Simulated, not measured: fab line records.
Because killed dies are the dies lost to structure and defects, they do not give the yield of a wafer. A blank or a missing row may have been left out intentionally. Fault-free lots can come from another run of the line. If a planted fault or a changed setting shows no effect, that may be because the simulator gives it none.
Split-lot trial ; flow sky130 ; route with 708 steps; 5 lots, 23 wafers read

ON THE SPLIT
At SKY_LDD_N_IMPLANT_15, the setting energy kev was moved away from the recipe's 50 on 9 of the 23 wafers read, by +1.6% to +4.8%. All remaining wafers had this setting at the recipe value.

The reading is taken at the split's own step.

THE READING
The simulator's own value implant.drp nm, read by no gauge, in nm at SKY_LDD_N_IMPLANT_15. The file does not state a usual value for it.

wafer;tool, chamber at the split;energy kev as run;against the recipe;implant.drp nm, nm;against lot-mates on the recipe
L076.1;implanter-02, 0;50;recipe;18.83;-
L076.3;implanter-02, 0;50;recipe;18.83;-
L076.4;implanter-02, 0;50;recipe;18.83;-
L076.5;implanter-02, 0;50;recipe;18.83;-
L076.6;implanter-02, 0;50;recipe;18.83;-
L077.1;implanter-01, 0;50;recipe;18.83;-
L077.4;implanter-01, 0;50;recipe;18.83;-
L077.2;implanter-01, 0;51.42;+2.8%;19.22;+0.39
L077.3;implanter-01, 0;51.42;+2.8%;19.22;+0.39
L077.5;implanter-01, 0;51.42;+2.8%;19.22;+0.39
L079.1;implanter-02, 0;52.41;+4.8%;19.5;+0.67
L079.2;implanter-02, 0;52.41;+4.8%;19.5;+0.67
L079.6;implanter-02, 0;52.41;+4.8%;19.5;+0.67
L079.3;implanter-02, 0;50;recipe;18.83;-
L079.5;implanter-02, 0;50;recipe;18.83;-
L081.1;implanter-01, 0;50;recipe;18.83;-
L081.2;implanter-01, 0;50;recipe;18.83;-
L081.5;implanter-01, 0;50;recipe;18.83;-
L084.2;implanter-01, 0;50.79;+1.6%;19.05;+0.22
L084.4;implanter-01, 0;50.79;+1.6%;19.05;+0.22
L084.5;implanter-01, 0;50.79;+1.6%;19.05;+0.22
L084.3;implanter-01, 0;50;recipe;18.83;-
L084.6;implanter-01, 0;50;recipe;18.83;-

FIT RESULTS
A straight line over all 23 wafers: implant.drp nm changes by +0.139 nm for each +1% of energy kev; r = +1.00; the points scatter about the line by 0.0016 nm.
The same after taking each lot's own level away (the mean of its wafers on the recipe; 23 wafers): +0.139 nm for each +1%; r = +1.00; scatter 0.0016 nm.
On that fit, the largest move of energy kev shifts the reading by 0.67 nm.
The lots' own levels span 18.830 to 18.830 nm.
So the lot-to-lot level changes the slope little: the two slopes agree.
Check: with one of the wafers moved furthest among these (+4.8%) left out of the fit, the line predicts +0.668 nm for it against its lot-mates. Against them it came out at +0.67 nm.

OTHER SPLITS ON THESE WAFERS
Other splits were also applied to these wafers ahead of the reading. Each is held against what the fit with the lots' levels taken away leaves over:
other split on the same wafers;wafers away from the commonest value;r with implant.drp nm (lot level and that fit taken away)
SKY_RES_PROTECT_COAT_02 resist thk nm;12;+0.12
SKY_POLY_GATE_EXPOSE_10 dose mj;7;+0.29

THE WHOLE CHAIN: every reading that the file lists as answering this split, in the file's order
step;what it does;reading;change (the file's fit);r (the file's)
SKY_LDD_N_IMPLANT_15;;implant.rp nm (the simulator's own value, which no gauge read);+0.313 nm for each +1% of the setting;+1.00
SKY_LDD_N_IMPLANT_15;;implant.drp nm (the simulator's own value, which no gauge read);+0.138 nm for each +1% of the setting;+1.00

FILE'S OWN FIT
implant.drp nm changes by +0.138 nm for each +1% of energy kev, r = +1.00.
